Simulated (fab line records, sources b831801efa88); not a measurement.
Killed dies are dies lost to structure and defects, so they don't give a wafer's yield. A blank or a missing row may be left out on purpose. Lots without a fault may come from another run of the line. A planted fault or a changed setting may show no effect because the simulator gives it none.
Which tool did it? | flow gf180mcu | 14 lots, 42 wafers sampled, at 2 steps of a route of 602

WHAT THE GAUGES READ, wafer by wafer
GF_POLY_GATE_CD_MEAS_10: target cd 280 nm.
lot  | measured     | on        | cd_nm (nm)
L108 | day 9 04:43  | cd_sem-01 | 279.0 278.8 280.5
L110 | day 9 16:20  | cd_sem-01 | 280.5 280.9 279.3
L112 | day 10 07:14 | cd_sem-01 | 278.9 279.3 279.6
L113 | day 10 16:49 | cd_sem-01 | 281.7 280.6 281.6
L115 | day 11 05:02 | cd_sem-01 | 278.9 281.5 279.8
L116 | day 11 14:02 | cd_sem-02 | 277.4 278.6 277.9
L117 | day 11 20:16 | cd_sem-02 | 279.9 279.7 277.8
L118 | day 12 03:50 | cd_sem-02 | 280.2 279.9 279.5
L119 | day 12 12:37 | cd_sem-02 | 280.1 279.5 280.0
L120 | day 12 19:41 | cd_sem-02 | 279.0 279.3 278.8
L121 | day 13 03:24 | cd_sem-01 | 278.0 277.0 278.0
L124 | day 13 23:32 | cd_sem-01 | 281.0 280.1 279.6

WHICH TOOL RAN EACH LOT (tool, then ch and the chambers of the sampled wafers, then the start)
lot  | GF_STI_DEVELOP_11
L108 | litho_track-02 ch 0, day 2 01:58
L110 | litho_track-02 ch 0, day 2 10:54
L112 | litho_track-01 ch 0, day 2 21:50
L113 | litho_track-03 ch 0, day 3 02:07
L115 | litho_track-03 ch 0, day 3 13:26
L116 | litho_track-02 ch 0, day 3 18:32
L117 | litho_track-01 ch 0, day 3 22:40
L118 | litho_track-01 ch 0, day 4 05:41
L119 | litho_track-03 ch 0, day 4 10:34
L120 | litho_track-03 ch 0, day 4 15:02
L121 | litho_track-01 ch 0, day 4 21:07
L124 | litho_track-02 ch 0, day 5 11:47
L126 | litho_track-03, day 5 21:44
L127 | litho_track-02, day 6 05:14
- GF_STI_DEVELOP_11: develop time 60 s.

WHAT THE TOOLS THEMSELVES READ (means of the sampled wafers that have a number; where no wafer has one, the mark that the record gives instead)
GF_STI_DEVELOP_11.
lot  | tool           | chill_plate_temp_C (C)
L108 | litho_track-02 | 22.97
L110 | litho_track-02 | 22.99
L112 | litho_track-01 | 23.02
L113 | litho_track-03 | 22.87
L115 | litho_track-03 | 22.99
L116 | litho_track-02 | 22.98
L117 | litho_track-01 | 22.96
L118 | litho_track-01 | 22.82
L119 | litho_track-03 | 22.98
L120 | litho_track-03 | 23.09
L121 | litho_track-01 | 22.97
L124 | litho_track-02 | 22.95
L126 | litho_track-03 | -
L127 | litho_track-02 | -

THE ANSWER, worked out from the rows above alone
Rule: what is usual is taken from the lots themselves. Put in order of their means at a reading, lots are off if they are a third of the lots or fewer, leave a main group of 4 or more, and stand apart from it by a gap of 3 or more times the standard deviation of the main group's means; of several such gaps the widest counts. A main group whose means are all the same, to the digits that the tables above print for the reading, isn't used. A lot without any number at a reading at which 4 lots or more have one is off too. The other lots that the step has rows for count as sound. The gauges are gone through in route order, then the tools' own readings, and for those a lot's mean is taken as printed above. The first step at which some lot is off is used, and at that step the reading that is off furthest; a lot without a number counts as furthest.
Off: L126, L127, at GF_STI_DEVELOP_11 (chill_plate_temp_C). Without a number there: L126, L127. The main group: mean 22.97 C, standard deviation 0.065.
A tool fits if, at that step or a process step before it, it ran every lot that is off, and no sound lot after the first of them. None of those tried fits.

WHAT THE SIMULATOR HAD PUT IN
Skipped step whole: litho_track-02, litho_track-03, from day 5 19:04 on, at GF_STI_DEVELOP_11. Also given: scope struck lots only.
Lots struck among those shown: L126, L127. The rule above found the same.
